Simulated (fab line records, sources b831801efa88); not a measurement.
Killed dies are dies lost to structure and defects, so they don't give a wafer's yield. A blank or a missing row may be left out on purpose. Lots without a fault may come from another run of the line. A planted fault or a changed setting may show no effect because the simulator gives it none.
fab line records | flow sky130
record lots=13 wafers=37 last_day=50
route steps=708 shown VT_ADJUST_HVTR@139 SONOS_ONO@171 GATE_OXIDE@200 LOCAL_INTERCONNECT@397 PAD_OPEN@708
lots that met no fault: from a run of the same line without faults
start_h: hours from the record's first day to the start of the lot's first wafer shown | wait_h: hours since the lot's step before | " the same as in the row above | L1.1+2: a row that stands for several wafers | - no value, or no start given | * or withheld: withheld | < > ~ a bound
route shown NAME@n: a module of which the file shows steps, and the number in the route of the first | usual: mean/standard deviation of fault-free wafers | same: alike in all rows | chamber/n: place in a boat | sites: the reading at each site | _std_site: their standard deviation | _edge_site: outer sites' mean less inner sites' | radius_mm: how far each site lies from the wafer's centre | mask NAME#n: copy n | behind: the tool/chamber that last shaped the wafer | hold: why the lot was held/for how many hours/how that ended | device: the transistor (n, p or np) that didn't switch | end of line: the same wafers' tests at the end of the route | a step without rows: its recipe alone | killed: dies lost to structure and defects at the first sort, not the wafer's yield | map: a wafer's dies, x killed, . not, _ none there
set.NAME: the setting as run; set.NAME@STEP: as run at that earlier step | model.NAME: the simulator's own value behind a step, which no gauge read
steps of the route over a sample of lots; a table a step, a row a wafer
services: from which hour (start_h, from the record's first day; less than 0 if before it) a tool's chamber was out of use, for how many hours, and why
## steps
# step SKY_VT_ADJUST_HVTR_OVL_MEAS_08
# usual VT_ADJUST_HVTR_OVL=0.0/1.3
# columns lot.wafer tool chamber start_h wait_h VT_ADJUST_HVTR_OVL[nm]
L226.2 overlay-01 - 210.51 0.1 0.0
L226.3 " - " " 0.3
L226.6 " - " " -0.7
L227.3 overlay-01 - 224.26 0.1 1.4
L227.5 " - " " 1.3
L227.6 " - " " 1.1
L229.2 overlay-01 - 226.67 0.1 0.4
L229.5 " - " " 1.8
L229.6 " - " " 0.8
L232.2 overlay-02 - 255.06 0.1 0.6
L232.5 " - " " -1.8
L232.6 " - " " 1.4
L234.1 overlay-01 - 263.85 0.1 0.2
L234.4 " - " " -0.4
L234.5 " - " " 0.7
L235.4 overlay-01 - 269.62 0.1 0.1
L235.5 " - " " 0.3
L235.6 " - " " 0.1
L236.2 overlay-02 - 283.36 0.1 0.8
L236.3 " - " " 0.2
L236.5 " - " " 0.7
L237.1 overlay-02 - 285.40 0.1 -1.1
L237.3 " - " " 0.0
L237.6 " - " " -0.8
L238.2 overlay-01 - 296.41 0.1 -1.1
L238.5 " - " " -0.2
L238.6 " - " " 0.1
L239.3 overlay-02 - 303.06 0.1 1.0
L239.4 " - " " 1.3
L239.5 " - " " 1.3
L241.1 overlay-02 - 312.80 0.1 -0.8
L241.2 " - " " -0.8
L245.4 overlay-02 - 344.22 0.1 -1.1
L245.6 " - " " 0.4
L247.2 overlay-02 - 356.66 0.1 0.0
L247.4 " - " " -0.6
L247.6 " - " " 0.1
# step SKY_SONOS_ONO_THK_MEAS_03
# recipe reads=Si3N4_of_SONOS_ONO_CVD_02
# usual SONOS_ONO_CVD_02_THK=10.40/0.13
# columns lot.wafer tool chamber start_h wait_h SONOS_ONO_CVD_02_THK[nm]
L226.2 film_metro-02 - 262.80 0.0 10.21
L226.3 " - " " 10.26
L226.6 " - " " 10.26
L227.3 film_metro-02 - 277.15 0.0 10.74
L227.5 " - " " 10.55
L227.6 " - " " 10.52
L229.2 film_metro-02 - 279.40 0.0 10.59
L229.5 " - " " 10.64
L229.6 " - " " 10.50
L232.2 film_metro-04 - 309.63 0.0 10.39
L232.5 " - " " 10.33
L232.6 " - " " 10.19
L234.1 film_metro-04 - 317.70 0.0 10.24
L234.4 " - " " 10.31
L234.5 " - " " 10.20
L235.4 film_metro-04 - 324.49 0.0 10.29
L235.5 " - " " 10.33
L235.6 " - " " 10.17
L237.1 film_metro-02 - 356.42 0.0 10.44
L237.3 " - " " 10.39
L237.6 " - " " 10.51
L236.2 film_metro-01 - 356.43 0.0 10.46
L236.3 " - " " 10.56
L236.5 " - " " 10.60
L238.2 film_metro-04 - 356.48 0.1 10.36
L238.5 " - " " 10.31
L238.6 " - " " 10.25
L239.3 film_metro-02 - 361.84 0.0 10.65
L239.4 " - " " 10.52
L239.5 " - " " 10.51
L241.1 film_metro-04 - 370.06 0.0 10.48
L241.2 " - " " 10.45
L245.4 film_metro-01 - 407.10 0.0 10.23
L245.6 " - " " 10.28
L247.2 film_metro-02 - 418.24 0.0 10.49
L247.4 " - " " 10.42
L247.6 " - " " 10.48
# step SKY_GATE_OXIDE_STRIP_13
# recipe chemistry=O2/N2 power_w=1400 pressure_mtorr=1500 platen_temp_c=withheld o2_flow_sccm=3000 n2_flow_sccm=300 overash_fraction=0.5
# usual chamber_pressure_mTorr=1500.0/1.4 drypump_motor_current_A=5.92/0.23 n2_flow_sccm=299.8/0.94 oes_product_au=0.715/0.0044 strip_time_to_endpoint_s=14.17/0.041
# columns lot.wafer tool chamber start_h wait_h chamber_pressure_mTorr drypump_motor_current_A n2_flow_sccm oes_product_au rf_hours_counter_h strip_time_to_endpoint_s
L226.2 plasma_asher-03 1 316.42 0.0 1500.0 5.81 301.7 0.728 19 14.17
L226.3 " 0 " " 1499.4 5.80 300.2 0.713 - 14.15
L226.6 " 1 " " 1498.6 5.85 302.3 0.712 - 14.16
L227.3 plasma_asher-03 0 331.20 0.0 1499.0 5.69 300.0 0.720 - 14.12
L227.5 " 1 " " 1502.6 5.86 298.9 0.715 - 14.18
L227.6 " 0 " " 1498.7 5.74 301.5 0.711 - 14.13
L229.2 plasma_asher-03 1 335.27 0.0 1500.7 5.83 300.2 0.705 21 14.17
L229.5 " 1 " " 1500.0 5.85 301.1 0.716 - 14.14
L229.6 " 0 " " 1496.2 5.74 300.6 0.715 - 14.16
L232.2 plasma_asher-02 1 369.88 0.0 1500.0 5.87 300.7 0.716 69 14.20
L232.5 " 1 " " 1502.6 5.84 299.3 0.712 - 14.23
L232.6 " 0 " " 1500.9 5.83 300.2 0.713 - 14.22
L234.1 plasma_asher-04 1 376.22 0.0 1497.4 6.34 299.4 0.719 54 14.13
L234.4 " 1 " " 1499.0 6.36 300.1 0.716 - 14.14
L234.5 " 1 " " 1499.6 6.35 299.5 0.717 - 14.18
L235.4 plasma_asher-02 0 382.70 0.0 1500.8 5.83 300.7 0.714 - 14.15
L235.5 " 0 " " 1499.8 5.84 300.2 0.709 - 14.18
L235.6 " 1 " " 1500.1 5.86 299.9 0.719 - 14.17
L236.2 plasma_asher-02 0 416.34 0.0 1500.0 5.82 300.0 0.721 73 14.17
L236.3 " 0 " " 1500.5 5.81 299.5 0.727 - 14.21
L236.5 " 1 " " 1500.0 5.83 300.1 0.709 - 14.17
L237.1 plasma_asher-03 0 417.64 0.0 1499.5 5.77 301.4 0.716 28 14.25
L237.3 " 1 " " 1501.9 5.83 300.3 0.714 - 14.21
L237.6 " 1 " " 1500.4 5.84 300.6 0.719 - 14.23
L238.2 plasma_asher-04 1 418.68 0.0 1501.6 6.37 297.9 0.714 58 14.23
L238.5 " 0 " " 1499.6 5.74 298.6 0.714 - 14.24
L238.6 " 1 " " 1497.7 6.36 297.5 0.714 - 14.24
L239.3 plasma_asher-02 0 424.90 0.0 1497.3 5.81 301.0 0.716 - 14.19
L239.4 " 1 " " 1503.0 5.86 299.8 0.719 - 14.20
L239.5 " 1 " " 1501.1 5.86 299.5 0.712 - 14.16
L241.1 plasma_asher-03 1 434.34 0.0 1500.8 5.87 302.7 0.721 30 14.12
L241.2 " 0 " " 1500.3 5.70 298.9 0.714 30 14.15
L245.4 plasma_asher-04 0 471.80 0.0 1499.0 5.80 299.3 0.717 - 14.16
L245.6 " 0 " " 1497.0 5.78 300.9 0.718 - 14.17
L247.2 plasma_asher-04 1 482.87 0.0 1501.2 6.35 299.6 0.716 65 14.22
L247.4 " 0 " " 1500.1 5.74 298.3 0.715 - 14.18
L247.6 " 0 " " 1499.1 5.79 299.8 0.706 - 14.15
# step SKY_LOCAL_INTERCONNECT_DEVELOP_10
# recipe develop_time_s=60 resist=KrF-thick dev_temp_c=21
# columns lot.wafer tool chamber start_h wait_h
L226.2+3+6 litho_track-01 0 722 -
L227.3+5+6 litho_track-04 0 732 -
L229.2+5+6 litho_track-04 0 740 -
L232.2+5+6 litho_track-04 0 766 -
L234.1+4+5 litho_track-02 0 773 -
L235.4+5+6 litho_track-01 0 777 -
L236.2+3+5 litho_track-02 0 809 -
L238.2+5+6 litho_track-02 0 811 -
L237.1+3+6 litho_track-01 0 812 -
L239.3+4+5 litho_track-04 0 816 -
L241.1+2 litho_track-01 0 827 -
L245.4+6 litho_track-01 0 857 -
L247.2+4+6 litho_track-02 0 866 -
# step SKY_LOCAL_INTERCONNECT_CD_MEAS_11
# recipe target_cd_nm=170
# usual cd_nm=169.9/1.3
# columns lot.wafer tool chamber start_h wait_h cd_nm
L226.2 cd_sem-02 - 722.38 - 170.2
L226.3 " - " " 169.7
L226.6 " - " " 169.6
L227.3 cd_sem-01 - 732.42 - 170.0
L227.5 " - " " 169.9
L227.6 " - " " 170.1
L229.2 cd_sem-02 - 740.50 - 168.6
L229.5 " - " " 170.1
L229.6 " - " " 169.4
L232.2 cd_sem-01 - 766.65 - 168.4
L232.5 " - " " 168.6
L232.6 " - " " 169.7
L234.1 cd_sem-02 - 773.55 - 170.9
L234.4 " - " " 169.7
L234.5 " - " " 169.1
L235.4 cd_sem-01 - 777.97 - 169.7
L235.5 " - " " 171.2
L235.6 " - " " 170.9
L236.2 cd_sem-01 - 809.62 - 169.1
L236.3 " - " " 170.3
L236.5 " - " " 169.0
L238.2 cd_sem-02 - 811.72 - 172.1
L238.5 " - " " 171.6
L238.6 " - " " 170.9
L237.1 cd_sem-02 - 812.16 - 169.9
L237.3 " - " " 170.7
L237.6 " - " " 168.4
L239.3 cd_sem-01 - 816.82 - 169.8
L239.4 " - " " 170.3
L239.5 " - " " 170.6
L241.1 cd_sem-01 - 827.16 - 175.0
L241.2 " - " " 170.1
L245.4 cd_sem-01 - 857.17 - 170.9
L245.6 " - " " 174.7
L247.2 cd_sem-02 - 866.87 - 170.0
L247.4 " - " " 170.1
L247.6 " - " " 169.9
# step SKY_PAD_OPEN_PROBE_99
# usual killed_at_M0_to_M3=43/6.8 killed_at_M4_up=3.0/1.6 killed_at_contacts=25/6 killed_at_front_end=15/4.4 killed_at_other=0.3/0.52 killed_dies=86/9.6 killed_open=47/6.7 killed_short=39/6.8
# same gross_dies=492 killed_at_back_side=0
# columns lot.wafer tool chamber start_h wait_h killed_at_M0_to_M3 killed_at_M4_up killed_at_contacts killed_at_front_end killed_at_other killed_dies killed_open killed_short
L239.4 prober-01 - 1158.45 0.2 31 2 27 14 0 74 33 40
L239.5 prober-01 - 1158.50 0.2 50 7 34 12 0 103 52 50
# killed by level:class
L239.4 CONTACT:geometric_particle:open=13 VIA3:geometric_particle:open=7 VIA1:geometric_particle:short=6 POLY_GATE:geometric_particle:short=5 LOCAL_INTERCONNECT:geometric_particle:short=5 CONTACT:geometric_particle:short=5 METAL1:geometric_particle:short=4 POLY_GATE:geometric_particle:open=3
L239.5 VIA1:geometric_particle:open=10 LI_CONTACT:geometric_particle:open=9 LOCAL_INTERCONNECT:geometric_particle:short=8 CONTACT:geometric_particle:short=8 VIA2:geometric_particle:open=8 VIA3:geometric_particle:open=8 METAL1:geometric_particle:short=7 CONTACT:geometric_particle:open=7
## services
# columns tool chamber start_h hours kind
plasma_asher-04 - 455.46 2.9 repair
plasma_asher-02 - 472.74 13.8 repair
plasma_asher-03 - 474.60 41.5 pm
plasma_asher-03 - 544.33 0.4 repair
plasma_asher-03 - 552.93 14.6 pm
plasma_asher-04 - 612.49 0.4 repair
plasma_asher-02 - 733.77 9.0 pm
plasma_asher-02 0 733.77 9.0 vent_cycle
plasma_asher-02 1 733.77 9.0 vent_cycle
plasma_asher-02 0 742.77 - clean
plasma_asher-02 1 742.77 - clean
plasma_asher-02 - 816.53 2.8 pm
plasma_asher-03 - 847.69 2.6 repair
## key
first_sign step=SKY_LOCAL_INTERCONNECT_CD_MEAS_11 reading=cd_nm direction=up sigmas=3.9 usual=169.9 struck=174.8
effect none on later readings
met_at SKY_LOCAL_INTERCONNECT_DEVELOP_10
struck_lots L241,L245
struck_wafers L241.1,L245.6
tester_left_out L241,L245
not_acting_at SKY_VT_ADJUST_HVTR_OVL_MEAS_08,SKY_SONOS_ONO_THK_MEAS_03,SKY_GATE_OXIDE_STRIP_13
onset_between 812 827
fault kind=process_parameter_drift tool=litho_track-01 chamber=- onset_h=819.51 steps=SKY_LOCAL_INTERCONNECT_DEVELOP_10 channel=develop_time_s offset=* shape=step end_h=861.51 scope=struck_wafers_only acts_in=* stated=*
# tester_left_out: of these lots the tester's yield and bins aren't shown, on N5 and GAA mostly nor the transistor test; their killed dies are dies lost to structure and defects alone, not to doping, threshold or leakage, so they don't give the yield
